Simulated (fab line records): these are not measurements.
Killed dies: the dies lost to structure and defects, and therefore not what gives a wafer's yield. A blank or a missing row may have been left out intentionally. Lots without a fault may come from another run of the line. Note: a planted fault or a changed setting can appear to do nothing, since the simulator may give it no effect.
fab line records -- flow sky130
[record] lots = 5, wafers = 23
route steps=708 shown POLY_CUT@317 SD_P@322 RES_XHIGH@334 LI_CONTACT@362 CONTACT@429
start-h: hours from the record's opening day to when the first of the lot's shown wafers began -- wait-h: hours elapsed since this lot's preceding step -- " unchanged from the row above -- L1.1+2: a single row standing in for several wafers -- - no value present, or no start provided -- * or withheld: withheld -- < > ~ a bound
route shown NAME@n: names a module that has steps shown in the file, with the first one's number in the route -- usual: the fault-free wafers' mean and standard deviation -- same: alike in all rows -- chamber/n: place in a boat -- sites: the reading at each site -- _std_site: standard deviation across them -- _edge_site: mean of outer sites minus mean of inner sites -- radius-mm: for every site, how far away it sits from the centre of the wafer -- mask NAME#n: copy n -- behind: the most recent tool/chamber to have shaped the wafer -- hold: reason for holding the lot/hours on hold/outcome of the hold -- device: whichever transistor did not switch (one of n, p or np) -- end of line: at the end of the route, the tests of the same wafers -- a step given without rows: its recipe and nothing more -- killed: count of dies lost to structure and defects at first sort (not the wafer's yield) -- map: the dies of a wafer, with x for killed, . for not killed, _ for no die there
set.NAME: the setting the step ran with; set.NAME@STEP: the setting that earlier step ran with -- model.NAME: the simulator's own value behind a step, which no gauge read
lots with deliberately changed settings; one table per step, one row per wafer
[[steps]]
[step SKY_POLY_CUT_ETCH_10]
[recipe] chemistry = N2/H2, target = BARC, ion-energy-ev = 200, source-w = 500, bias-w = 100, pressure-mtorr = 30, n2-flow-sccm = 100, h2-flow-sccm = 200, stop-on = SiO2, time-s = 45.9, target-depth-a = 600
[usual] oes-product-au = 0.854/0.0047
lot.wafer,tool,chamber,start-h,wait-h,set.time-s,oes-product-au,model.KrF-thick_of_POLY_CUT_COAT_03.thk-nm
L076.1,rie-diel-03,3,596.94,0.0,45.9,0.854,409.7
L076.2,rie-diel-03,0,596.94,0.0,45.9,0.856,408.7
L076.4,rie-diel-03,2,596.94,0.0,39.08,0.938,413.8
L076.5,rie-diel-03,2,596.94,0.0,45.9,0.857,410.1
L076.6,rie-diel-03,1,596.94,0.0,39.08,0.945,414.2
L079.1,rie-diel-03,2,623.84,0.0,45.9,0.849,410.9
L079.3,rie-diel-03,1,623.84,0.0,45.9,0.863,410.2
L079.4,rie-diel-03,3,623.84,0.0,45.9,0.845,409.6
L079.5,rie-diel-03,3,623.84,0.0,45.9,0.859,409.7
L079.6,rie-diel-03,0,623.84,0.0,45.9,0.858,409.4
L080.2,rie-diel-02,0,636.03,0.0,41.56,0.908,411.1
L080.3,rie-diel-02,3,636.03,0.0,41.56,0.903,410
L080.4,rie-diel-02,2,636.03,0.0,45.9,0.857,408.4
L080.5,rie-diel-02,1,636.03,0.0,41.56,0.904,409.6
L080.6,rie-diel-02,0,636.03,0.0,45.9,0.850,406.9
L084.3,rie-diel-03,1,641.93,0.0,45.9,0.863,409.1
L084.4,rie-diel-03,0,641.93,0.0,45.9,0.858,408.3
L084.6,rie-diel-03,2,641.93,0.0,45.9,0.857,409.3
L083.1,rie-diel-04,0,645.09,0.0,45.9,0.850,408.6
L083.3,rie-diel-04,3,645.09,0.0,50.57,0.837,404.4
L083.4,rie-diel-04,2,645.09,0.0,50.57,0.838,404.2
L083.5,rie-diel-04,1,645.09,0.0,50.57,0.831,403.6
L083.6,rie-diel-04,2,645.09,0.0,45.9,0.857,407.5
[step SKY_SD_P_COAT_02]
[recipe] resist = NOVOLAK, spin-rpm = 3000, resist-thk-nm = 1140
lot.wafer,tool,chamber,start-h,wait-h,set.resist-thk-nm,model.NOVOLAK_of_SD_P_COAT_02.thk-nm
L076.1,litho-track-03,0,610.87,0.1,1140,1140
L076.2,litho-track-03,0,610.87,0.1,1088,1089
L076.4,litho-track-03,0,610.87,0.1,1140,1139
L076.5,litho-track-03,0,610.87,0.1,1140,1142
L076.6,litho-track-03,0,610.87,0.1,1088,1090
L079.1,litho-track-01,0,638.09,0.1,1165,1160
L079.3,litho-track-01,0,638.09,0.1,1140,1137
L079.4,litho-track-01,0,638.09,0.1,1165,1158
L079.5,litho-track-01,0,638.09,0.1,1165,1159
L079.6,litho-track-01,0,638.09,0.1,1140,1133
L080.2,litho-track-03,0,649.40,0.1,1140,1132
L080.3+4,litho-track-03,0,649.40,0.1,1140,1135
L080.5,litho-track-03,0,649.40,0.1,1097,1090
L080.6,litho-track-03,0,649.40,0.1,1097,1091
L084.3,litho-track-01,0,656.19,0.1,1140,1138
L084.4+6,litho-track-01,0,656.19,0.1,1140,1136
L083.1,litho-track-04,0,658.95,0.1,1140,1142
L083.3,litho-track-04,0,658.95,0.1,1140,1143
L083.4,litho-track-04,0,658.95,0.1,1186,1187
L083.5,litho-track-04,0,658.95,0.1,1140,1144
L083.6,litho-track-04,0,658.95,0.1,1186,1189
[step SKY_SD_P_SOFTBAKE_03]
[recipe] temp-c = 90, time-s = 60, resist = NOVOLAK
[step SKY_SD_P_EXPOSE_04]
[recipe] mask-id = PSDM, na = 0.6, source-shape = conventional, sigma-outer = 0.6, polarization = unpolarized, target-cd-nm = 380, dose-mj = 138
[step SKY_SD_P_PEB_05]
[recipe] temp-c = withheld, time-s = *, resist = NOVOLAK
[step SKY_SD_P_DEVELOP_06]
[recipe] resist = NOVOLAK, developer = TMAH, develop-time-s = 60, dev-temp-c = 23
[step SKY_SD_P_CD_MEAS_07]
[recipe] target-cd-nm = 380
[usual] cd-nm = 380.1/2
lot.wafer,tool,chamber,start-h,wait-h,set.resist-thk-nm@SD_P_COAT_02,cd-nm
L076.1,cd-sem-02,-,625.64,0.1,1140,376.4
L076.2,cd-sem-02,-,625.64,0.1,1088,385.5
L076.4,cd-sem-02,-,625.64,0.1,1140,376.8
L076.5,cd-sem-02,-,625.64,0.1,1140,376.8
L076.6,cd-sem-02,-,625.64,0.1,1088,381.7
L079.1,cd-sem-01,-,652.24,0.1,1165,375.5
L079.3,cd-sem-01,-,652.24,0.1,1140,374.7
L079.4,cd-sem-01,-,652.24,0.1,1165,373.4
L079.5,cd-sem-01,-,652.24,0.1,1165,374.4
L079.6,cd-sem-01,-,652.24,0.1,1140,376.8
L080.2,cd-sem-01,-,664.19,0.1,1140,380.3
L080.3,cd-sem-01,-,664.19,0.1,1140,379.9
L080.4,cd-sem-01,-,664.19,0.1,1140,380.2
L080.5,cd-sem-01,-,664.19,0.1,1097,383.7
L080.6,cd-sem-01,-,664.19,0.1,1097,384.8
L084.3,cd-sem-01,-,670.11,0.1,1140,381.9
L084.4,cd-sem-01,-,670.11,0.1,1140,380.6
L084.6,cd-sem-01,-,670.11,0.1,1140,382.0
L083.1,cd-sem-02,-,672.52,0.1,1140,380.9
L083.3,cd-sem-02,-,672.52,0.1,1140,382.1
L083.4,cd-sem-02,-,672.52,0.1,1186,379.9
L083.5,cd-sem-02,-,672.52,0.1,1140,382.2
L083.6,cd-sem-02,-,672.52,0.1,1186,375.3
[step SKY_SD_P_IMPLANT_09]
[recipe] species = BF2, energy-kev = 20, dose-cm2 = 3e+15, tilt-deg = 0
[step SKY_SD_P_STRIP_10]
[recipe] chemistry = O2/N2, power-w = 1400, pressure-mtorr = 1500, platen-temp-c = withheld, o2-flow-sccm = 3000, n2-flow-sccm = 300, overash-fraction = 0.5
[usual] strip-time-to-endpoint-s = 17.47/0.039
lot.wafer,tool,chamber,start-h,wait-h,set.resist-thk-nm@SD_P_COAT_02,strip-time-to-endpoint-s
L076.1,plasma-asher-02,1,625.94,0.1,1140,17.49
L076.2,plasma-asher-02,0,625.94,0.1,1088,16.90
L076.4,plasma-asher-02,1,625.94,0.1,1140,17.49
L076.5,plasma-asher-02,0,625.94,0.1,1140,17.51
L076.6,plasma-asher-02,1,625.94,0.1,1088,16.91
L079.1,plasma-asher-03,1,652.54,0.1,1165,17.70
L079.3,plasma-asher-03,1,652.54,0.1,1140,17.46
L079.4,plasma-asher-03,0,652.54,0.1,1165,17.67
L079.5,plasma-asher-03,1,652.54,0.1,1165,17.69
L079.6,plasma-asher-03,0,652.54,0.1,1140,17.43
L080.2,plasma-asher-03,1,664.48,0.1,1140,17.41
L080.3,plasma-asher-03,1,664.48,0.1,1140,17.44
L080.4,plasma-asher-03,0,664.48,0.1,1140,17.44
L080.5,plasma-asher-03,0,664.48,0.1,1097,16.91
L080.6,plasma-asher-03,1,664.48,0.1,1097,16.93
L084.3,plasma-asher-03,0,670.41,0.1,1140,17.45
L084.4,plasma-asher-03,1,670.41,0.1,1140,17.45
L084.6,plasma-asher-03,1,670.41,0.1,1140,17.44
L083.1,plasma-asher-03,0,672.83,0.1,1140,17.50
L083.3,plasma-asher-03,0,672.83,0.1,1140,17.51
L083.4,plasma-asher-03,1,672.83,0.1,1186,18.01
L083.5,plasma-asher-03,0,672.83,0.1,1140,17.52
L083.6,plasma-asher-03,1,672.83,0.1,1186,18.04
[step SKY_RES_XHIGH_COAT_02]
[recipe] resist = NOVOLAK, spin-rpm = 3000, resist-thk-nm = 1140
lot.wafer,tool,chamber,start-h,wait-h,set.resist-thk-nm,model.NOVOLAK_of_RES_XHIGH_COAT_02.thk-nm
L076.1+6,litho-track-02,0,639.78,0.1,1140,1147
L076.2+5,litho-track-02,0,639.78,0.1,1140,1146
L076.4,litho-track-02,0,639.78,0.1,1140,1148
L079.1,litho-track-01,0,666.39,0.1,1175,1171
L079.3,litho-track-01,0,666.39,0.1,1140,1134
L079.4,litho-track-01,0,666.39,0.1,1140,1137
L079.5,litho-track-01,0,666.39,0.1,1175,1169
L079.6,litho-track-01,0,666.39,0.1,1175,1170
L080.2,litho-track-04,0,677.38,0.1,1140,1140
L080.3,litho-track-04,0,677.38,0.1,1177,1180
L080.4,litho-track-04,0,677.38,0.1,1140,1139
L080.5,litho-track-04,0,677.38,0.1,1177,1179
L080.6,litho-track-04,0,677.38,0.1,1140,1142
L084.3+4,litho-track-04,0,684.25,0.1,1140,1137
L084.6,litho-track-04,0,684.25,0.1,1140,1136
L083.1,litho-track-01,0,686.39,0.1,1140,1139
L083.3+5,litho-track-01,0,686.39,0.1,1140,1138
L083.4,litho-track-01,0,686.39,0.1,1140,1142
L083.6,litho-track-01,0,686.39,0.1,1140,1136
[step SKY_RES_XHIGH_SOFTBAKE_03]
[recipe] temp-c = 90, time-s = 60, resist = NOVOLAK
[step SKY_RES_XHIGH_EXPOSE_04]
[recipe] mask-id = URPM, na = 0.6, source-shape = conventional, sigma-outer = 0.6, polarization = unpolarized, target-cd-nm = 1270, dose-mj = 142.3
[step SKY_RES_XHIGH_DEVELOP_06]
[recipe] resist = NOVOLAK, developer = TMAH, develop-time-s = 60, dev-temp-c = 23
[step SKY_RES_XHIGH_IMPLANT_07]
[recipe] species = BF2, energy-kev = 20, dose-cm2 = 3.6e+14, tilt-deg = 0
[step SKY_RES_XHIGH_STRIP_08]
[recipe] chemistry = O2/N2, power-w = 1400, pressure-mtorr = 1500, platen-temp-c = withheld, o2-flow-sccm = 3000, n2-flow-sccm = 300, overash-fraction = 0.5
[usual] strip-time-to-endpoint-s = 14.27/0.04
lot.wafer,tool,chamber,start-h,wait-h,set.resist-thk-nm@RES_XHIGH_COAT_02,strip-time-to-endpoint-s
L076.1,plasma-asher-04,1,654.89,0.1,1140,14.35
L076.2,plasma-asher-04,0,654.89,0.1,1140,14.33
L076.4,plasma-asher-04,1,654.89,0.1,1140,14.35
L076.5,plasma-asher-04,1,654.89,0.1,1140,14.34
L076.6,plasma-asher-04,0,654.89,0.1,1140,14.37
L079.1,plasma-asher-02,0,680.58,0.1,1175,14.60
L079.3,plasma-asher-02,1,680.58,0.1,1140,14.20
L079.4,plasma-asher-02,0,680.58,0.1,1140,14.25
L079.5,plasma-asher-02,0,680.58,0.1,1175,14.59
L079.6,plasma-asher-02,1,680.58,0.1,1175,14.58
L080.2,plasma-asher-04,0,691.58,0.1,1140,14.26
L080.3,plasma-asher-04,0,691.58,0.1,1177,14.69
L080.4,plasma-asher-04,1,691.58,0.1,1140,14.27
L080.5,plasma-asher-04,1,691.58,0.1,1177,14.71
L080.6,plasma-asher-04,0,691.58,0.1,1140,14.28
L084.3,plasma-asher-01,0,698.17,0.1,1140,14.24
L084.4,plasma-asher-01,1,698.17,0.1,1140,14.23
L084.6,plasma-asher-01,0,698.17,0.1,1140,14.22
L083.1,plasma-asher-04,0,699.83,0.1,1140,14.28
L083.3,plasma-asher-04,1,699.83,0.1,1140,14.25
L083.4,plasma-asher-04,0,699.83,0.1,1140,14.31
L083.5,plasma-asher-04,1,699.83,0.1,1140,14.25
L083.6,plasma-asher-04,0,699.83,0.1,1140,14.21
[step SKY_LI_CONTACT_HDPCVD_00]
[recipe] material = PSG, target-thk-nm = 930, sigma-open-frac = 0.3, time-s = 155, temp-c = 600, sih4-flow-sccm = 60, pressure-mtorr = 6
lot.wafer,tool,chamber,start-h,wait-h,set.time-s,model.PSG_of_LI_CONTACT_HDPCVD_00.thk-nm
L076.1,hdpcvd-01,0,683.94,0.0,155,941.8
L076.2,hdpcvd-01,1,683.94,0.0,155,945.4
L076.4,hdpcvd-01,1,683.94,0.0,177.2,1096
L076.5,hdpcvd-01,2,683.94,0.0,177.2,1075
L076.6,hdpcvd-01,0,683.94,0.0,155,940.3
L079.1,hdpcvd-01,0,709.06,0.0,155,933.7
L079.3,hdpcvd-01,1,709.06,0.0,155,938.8
L079.4,hdpcvd-01,1,709.06,0.0,155,934
L079.5,hdpcvd-01,0,709.06,0.0,155,932.1
L079.6,hdpcvd-01,2,709.06,0.0,155,935.2
L080.2,hdpcvd-02,2,720.10,0.0,177.1,1064
L080.3,hdpcvd-02,1,720.10,0.0,155,938.1
L080.4,hdpcvd-02,2,720.10,0.0,177.1,1066
L080.5,hdpcvd-02,0,720.10,0.0,177.1,1068
L080.6,hdpcvd-02,1,720.10,0.0,155,946.1
L084.3,hdpcvd-01,0,727.12,0.0,155,921.5
L084.4,hdpcvd-01,1,727.12,0.0,155,940.2
L084.6,hdpcvd-01,0,727.12,0.0,155,935.9
L083.1,hdpcvd-02,0,728.34,0.0,155,945.1
L083.3,hdpcvd-02,1,728.34,0.0,163,995.5
L083.4,hdpcvd-02,1,728.34,0.0,163,985.7
L083.5,hdpcvd-02,2,728.34,0.0,155,941.9
L083.6,hdpcvd-02,0,728.34,0.0,155,939.7
[step SKY_LI_CONTACT_THK_MEAS_01]
[recipe] reads = PSG_of_LI_CONTACT_HDPCVD_00
[usual] LI_CONTACT_HDPCVD_THK = 937/7.6
lot.wafer,tool,chamber,start-h,wait-h,set.time-s@LI_CONTACT_HDPCVD_00,LI_CONTACT_HDPCVD_THK[nm]
L076.1,film-metro-04,-,684.04,0.1,155,942
L076.2,film-metro-04,-,684.04,0.1,155,945
L076.4,film-metro-04,-,684.04,0.1,177.2,1098
L076.5,film-metro-04,-,684.04,0.1,177.2,1075
L076.6,film-metro-04,-,684.04,0.1,155,940
L079.1,film-metro-03,-,709.16,0.1,155,934
L079.3,film-metro-03,-,709.16,0.1,155,938
L079.4,film-metro-03,-,709.16,0.1,155,934
L079.5,film-metro-03,-,709.16,0.1,155,932
L079.6,film-metro-03,-,709.16,0.1,155,935
L080.2,film-metro-04,-,720.22,0.1,177.1,1064
L080.3,film-metro-04,-,720.22,0.1,155,938
L080.4,film-metro-04,-,720.22,0.1,177.1,1066
L080.5,film-metro-04,-,720.22,0.1,177.1,1068
L080.6,film-metro-04,-,720.22,0.1,155,946
L084.3,film-metro-03,-,727.24,0.1,155,922
L084.4,film-metro-03,-,727.24,0.1,155,941
L084.6,film-metro-03,-,727.24,0.1,155,936
L083.1,film-metro-02,-,728.44,0.1,155,946
L083.3,film-metro-02,-,728.44,0.1,163,996
L083.4,film-metro-02,-,728.44,0.1,163,985
L083.5,film-metro-02,-,728.44,0.1,155,942
L083.6,film-metro-02,-,728.44,0.1,155,941
[step SKY_LI_CONTACT_CMP_02]
[recipe] material = PSG, down-force-psi = 4, platen-rpm = 60, pad-velocity-m-s = 0.94248
lot.wafer,tool,chamber,start-h,wait-h,set.leave-above-ref-nm,model.PSG_of_LI_CONTACT_HDPCVD_00.thk-nm
L076.4,cmp-01,0,684.15,0.1,622.2,623.2
L076.2,cmp-01,1,684.15,0.1,622.2,620.9
L076.1,cmp-01,2,684.15,0.1,597.2,596.9
L076.5,cmp-01,3,684.15,0.1,597.2,597.5
L076.6,cmp-01,0,684.15,0.1,597.2,597.9
L079.3,cmp-01,1,709.33,0.1,597.2,598.1
L079.1,cmp-01,2,709.33,0.1,597.2,597.7
L079.4+5,cmp-01,"3,1",709.33,0.1,566.6,567.9
L079.6,cmp-01,2,709.33,0.1,597.2,597
L080.2,cmp-02,1,720.32,0.1,597.2,598.3
L080.4,cmp-02,2,720.32,0.1,554,551.4
L080.3,cmp-02,3,720.32,0.1,597.2,597.1
L080.6,cmp-02,0,720.32,0.1,554,553.6
L080.5,cmp-02,1,720.32,0.1,554,555.3
L084.4,cmp-02,0,727.36,0.1,597.2,597.5
L084.3,cmp-02,2,727.36,0.1,597.2,595
L084.6,cmp-02,0,727.36,0.1,597.2,598
L083.4,cmp-02,0,728.75,0.3,597.2,597.1
L083.3,cmp-02,1,728.75,0.3,597.2,598.1
L083.1,cmp-02,2,728.75,0.3,597.2,594.6
L083.5,cmp-02,3,728.75,0.3,597.2,596.8
L083.6,cmp-02,0,728.75,0.3,597.2,597.9
[step SKY_LI_CONTACT_DEHYDRATE_04]
[recipe] temp-c = 200, time-s = 60
[step SKY_LI_CONTACT_ETCH_14]
[recipe] chemistry = N2/H2, target = BARC, ion-energy-ev = 200, source-w = 500, bias-w = 100, pressure-mtorr = 30, n2-flow-sccm = 100, h2-flow-sccm = 200, stop-on = SiO2, time-s = 45.9, target-depth-a = 600
[step SKY_LI_CONTACT_ETCH_15]
[recipe] target = PSG, chemistry = C4F8/O2/Ar, stop-on = Si, taper-deg = 4.15, mask-material = KrF-thick, source-w = 1500, bias-w = 1200, pressure-mtorr = 40, c4f8-flow-sccm = withheld, O2_flow_sccm = 6, Ar_flow_sccm = 300, time-s = withheld, target-depth-a = 6000
lot.wafer,tool,chamber,start-h,wait-h,set.leave-above-ref-nm@LI_CONTACT_CMP_02,model.LI_CONTACT.feature-depth-nm,model.etch.depth-nm
L076.1,rie-diel-02,0,715.37,0.0,597.2,596.9,596.9
L076.2,rie-diel-02,1,715.37,0.0,622.2,620.9,620.9
L076.4,rie-diel-02,3,715.37,0.0,622.2,623.2,623.2
L076.5,rie-diel-02,2,715.37,0.0,597.2,597.5,-
L076.6,rie-diel-02,3,715.37,0.0,597.2,597.9,-
L079.1,rie-diel-02,1,737.01,0.0,597.2,597.7,-
L079.3,rie-diel-02,2,737.01,0.0,597.2,598.1,598.1
L079.4+5,rie-diel-02,0,737.01,0.0,566.6,567.9,567.9
L079.6,rie-diel-02,1,737.01,0.0,597.2,597,-
L080.2,rie-diel-01,1,747.78,0.0,597.2,598.3,-
L080.3,rie-diel-01,0,747.78,0.0,597.2,597.1,597.1
L080.4,rie-diel-01,2,747.78,0.0,554,551.4,-
L080.5,rie-diel-01,0,747.78,0.0,554,555.3,-
L080.6,rie-diel-01,1,747.78,0.0,554,553.6,-
L084.3,rie-diel-03,0,755.45,0.0,597.2,595,595
L084.4,rie-diel-03,3,755.45,0.0,597.2,597.5,597.5
L084.6,rie-diel-03,0,755.45,0.0,597.2,598,598
L083.1,rie-diel-01,1,756.57,0.0,597.2,594.6,-
L083.3,rie-diel-01,2,756.57,0.0,597.2,598.1,-
L083.4,rie-diel-01,2,756.57,0.0,597.2,597.1,-
L083.5,rie-diel-01,0,756.57,0.0,597.2,596.8,-
L083.6,rie-diel-01,1,756.57,0.0,597.2,597.9,-
[step SKY_LI_CONTACT_SPUTTER_20]
[recipe] material = TiN, target-thk-nm = 20, chamber-pressure-pa = 5, power-w = 4000, time-s = 80
lot.wafer,tool,chamber,start-h,wait-h,set.power-w,model.TiN_of_LI_CONTACT_SPUTTER_20.thk-nm
L076.1,pvd-sputter-04,-,715.85,0.0,3674,18.74
L076.2,pvd-sputter-04,-,715.85,0.0,3674,18.76
L076.4,pvd-sputter-04,-,715.85,0.0,4000,20.25
L076.5,pvd-sputter-04,-,715.85,0.0,4000,20.35
L076.6,pvd-sputter-04,-,715.85,0.0,4000,20.54
L079.1,pvd-sputter-04,-,737.47,0.0,4000,20.21
L079.3,pvd-sputter-04,-,737.47,0.0,4000,19.86
L079.4,pvd-sputter-04,-,737.47,0.0,4000,20
L079.5,pvd-sputter-04,-,737.47,0.0,4000,19.92
L079.6,pvd-sputter-04,-,737.47,0.0,4000,20.06
L080.2,pvd-sputter-02,-,748.25,0.0,3637,17.94
L080.3,pvd-sputter-02,-,748.25,0.0,3637,17.98
L080.4,pvd-sputter-02,-,748.25,0.0,4000,20.07
L080.5,pvd-sputter-02,-,748.25,0.0,3637,18.1
L080.6,pvd-sputter-02,-,748.25,0.0,4000,20.09
L084.3,pvd-sputter-03,-,755.91,0.0,4000,19.51
L084.4,pvd-sputter-03,-,755.91,0.0,4000,19.56
L084.6,pvd-sputter-03,-,755.91,0.0,4000,19.74
L083.1,pvd-sputter-04,-,757.03,0.0,4000,19.79
L083.3,pvd-sputter-04,-,757.03,0.0,4000,20.18
L083.4,pvd-sputter-04,-,757.03,0.0,4000,20.08
L083.5,pvd-sputter-04,-,757.03,0.0,4000,20.25
L083.6,pvd-sputter-04,-,757.03,0.0,4000,19.78
[step SKY_LI_CONTACT_CVD_21]
[recipe] material = W, target-thk-nm = 400, time-s = 120.56, temp-c = 400, pressure-torr = 40
lot.wafer,tool,chamber,start-h,wait-h,set.pressure-torr,model.W_of_LI_CONTACT_CVD_21.thk-nm
L076.1,cvd-w-02,0,715.91,0.0,38.43,383.7
L076.2,cvd-w-02,1,715.91,0.0,38.43,386
L076.4,cvd-w-02,0,715.91,0.0,38.43,387.1
L076.5,cvd-w-02,0,715.91,0.0,38.43,391.9
L076.6,cvd-w-02,1,715.91,0.0,38.43,385.8
L079.1,cvd-w-02,1,737.53,0.0,42.61,411.6
L079.3,cvd-w-02,0,737.53,0.0,42.61,411.3
L079.4,cvd-w-02,1,737.53,0.0,42.61,406.8
L079.5,cvd-w-02,0,737.53,0.0,42.61,408.1
L079.6,cvd-w-02,1,737.53,0.0,42.61,407.6
L080.2,cvd-w-02,1,748.31,0.0,45.15,419.4
L080.3,cvd-w-02,1,748.31,0.0,45.15,415.5
L080.4,cvd-w-02,0,748.31,0.0,45.15,415.4
L080.5,cvd-w-02,1,748.31,0.0,45.15,421.4
L080.6,cvd-w-02,0,748.31,0.0,45.15,417.2
L084.3,cvd-w-01,0,756.01,0.1,40,407.3
L084.4,cvd-w-01,1,756.01,0.1,40,402.8
L084.6,cvd-w-01,0,756.01,0.1,40,405.3
L083.1,cvd-w-02,1,757.09,0.0,40,395.8
L083.3,cvd-w-02,1,757.09,0.0,40,400.6
L083.4,cvd-w-02,0,757.09,0.0,40,394.9
L083.5,cvd-w-02,0,757.09,0.0,40,396.8
L083.6,cvd-w-02,1,757.09,0.0,40,396
[step SKY_CONTACT_SPUTTER_23]
[recipe] material = TiN, target-thk-nm = 20, chamber-pressure-pa = 5, power-w = 4000, time-s = 80
lot.wafer,tool,chamber,start-h,wait-h,set.chamber-pressure-pa,model.TiN_of_CONTACT_SPUTTER_23.thk-nm
L076.1,pvd-sputter-03,-,776.33,0.0,5.42,18.6
L076.2,pvd-sputter-03,-,776.33,0.0,5.42,18.62
L076.4,pvd-sputter-03,-,776.33,0.0,5.42,18.2
L076.5,pvd-sputter-03,-,776.33,0.0,5.42,18.25
L076.6,pvd-sputter-03,-,776.33,0.0,5.42,18.46
L079.1,pvd-sputter-04,-,795.22,0.0,5,20.21
L079.3,pvd-sputter-04,-,795.22,0.0,5,20.11
L079.4,pvd-sputter-04,-,795.22,0.0,5,20.29
L079.5,pvd-sputter-04,-,795.22,0.0,5,19.9
L079.6,pvd-sputter-04,-,795.22,0.0,5,20.13
L080.2,pvd-sputter-04,-,805.71,0.0,5.188,19.45
L080.3,pvd-sputter-04,-,805.71,0.0,5.188,19.67
L080.4,pvd-sputter-04,-,805.71,0.0,5.188,19.56
L080.5,pvd-sputter-04,-,805.71,0.0,5.188,19.42
L080.6,pvd-sputter-04,-,805.71,0.0,5.188,19.69
L084.3,pvd-sputter-01,-,812.44,0.0,5,20.09
L084.4,pvd-sputter-01,-,812.44,0.0,5,20.16
L084.6,pvd-sputter-01,-,812.44,0.0,5,20.42
L083.1,pvd-sputter-03,-,813.92,0.0,5.527,18.03
L083.3,pvd-sputter-03,-,813.92,0.0,5.527,18.22
L083.4,pvd-sputter-03,-,813.92,0.0,5.527,18.26
L083.5,pvd-sputter-03,-,813.92,0.0,5.527,17.98
L083.6,pvd-sputter-03,-,813.92,0.0,5.527,18.42
[[key]]
[split] step = SKY_POLY_CUT_ETCH_10, setting = time-s, stated = 45.9, by = wafer
[response] step = SKY_POLY_CUT_ETCH_10, reading = oes-product-au, change = -0.00471, per = 1%, r = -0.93
[response] step = SKY_POLY_CUT_ETCH_10, reading = model.KrF-thick_of_POLY_CUT_COAT_03.thk-nm, change = -0.319, per = 1%, r = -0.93
[split] step = SKY_SD_P_COAT_02, setting = resist-thk-nm, stated = 1140, by = wafer
[response] step = SKY_SD_P_COAT_02, reading = model.NOVOLAK_of_SD_P_COAT_02.thk-nm, change = +11.2, per = 1%, r = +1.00
[response] step = SKY_SD_P_CD_MEAS_07, reading = cd-nm, change = -1.19, per = 1%, r = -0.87
[response] step = SKY_SD_P_STRIP_10, reading = strip-time-to-endpoint-s, change = *, per = 1%, r = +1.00
[split] step = SKY_RES_XHIGH_COAT_02, setting = resist-thk-nm, stated = 1140, by = wafer
[response] step = SKY_RES_XHIGH_COAT_02, reading = model.NOVOLAK_of_RES_XHIGH_COAT_02.thk-nm, change = +11.7, per = 1%, r = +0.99
[response] step = SKY_RES_XHIGH_STRIP_08, reading = strip-time-to-endpoint-s, change = *, per = 1%, r = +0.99
[split] step = SKY_LI_CONTACT_HDPCVD_00, setting = time-s, stated = 155, by = wafer
[response] step = SKY_LI_CONTACT_HDPCVD_00, reading = model.PSG_of_LI_CONTACT_HDPCVD_00.thk-nm, change = +9.36, per = 1%, r = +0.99
[response] step = SKY_LI_CONTACT_THK_MEAS_01, reading = LI_CONTACT_HDPCVD_THK, change = +9.37, per = 1%, r = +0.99
[split] step = SKY_LI_CONTACT_CMP_02, setting = leave-above-ref-nm, stated = 597.2, by = wafer
[response] step = SKY_LI_CONTACT_CMP_02, reading = model.PSG_of_LI_CONTACT_HDPCVD_00.thk-nm, change = +5.99, per = 1%, r = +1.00
[response] step = SKY_LI_CONTACT_ETCH_15, reading = model.LI_CONTACT.feature-depth-nm, change = +5.99, per = 1%, r = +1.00
[response] step = SKY_LI_CONTACT_ETCH_15, reading = model.etch.depth-nm, change = +5.94, per = 1%, r = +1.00
[split] step = SKY_LI_CONTACT_SPUTTER_20, setting = power-w, stated = 4000, by = wafer
[response] step = SKY_LI_CONTACT_SPUTTER_20, reading = model.TiN_of_LI_CONTACT_SPUTTER_20.thk-nm, change = +0.216, per = 1%, r = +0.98
[split] step = SKY_LI_CONTACT_CVD_21, setting = pressure-torr, stated = 40, by = lot
[response] step = SKY_LI_CONTACT_CVD_21, reading = model.W_of_LI_CONTACT_CVD_21.thk-nm, change = +1.71, per = 1%, r = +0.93
[split] step = SKY_CONTACT_SPUTTER_23, setting = chamber-pressure-pa, stated = 5, by = lot
[response] step = SKY_CONTACT_SPUTTER_23, reading = model.TiN_of_CONTACT_SPUTTER_23.thk-nm, change = -0.196, per = 1%, r = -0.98
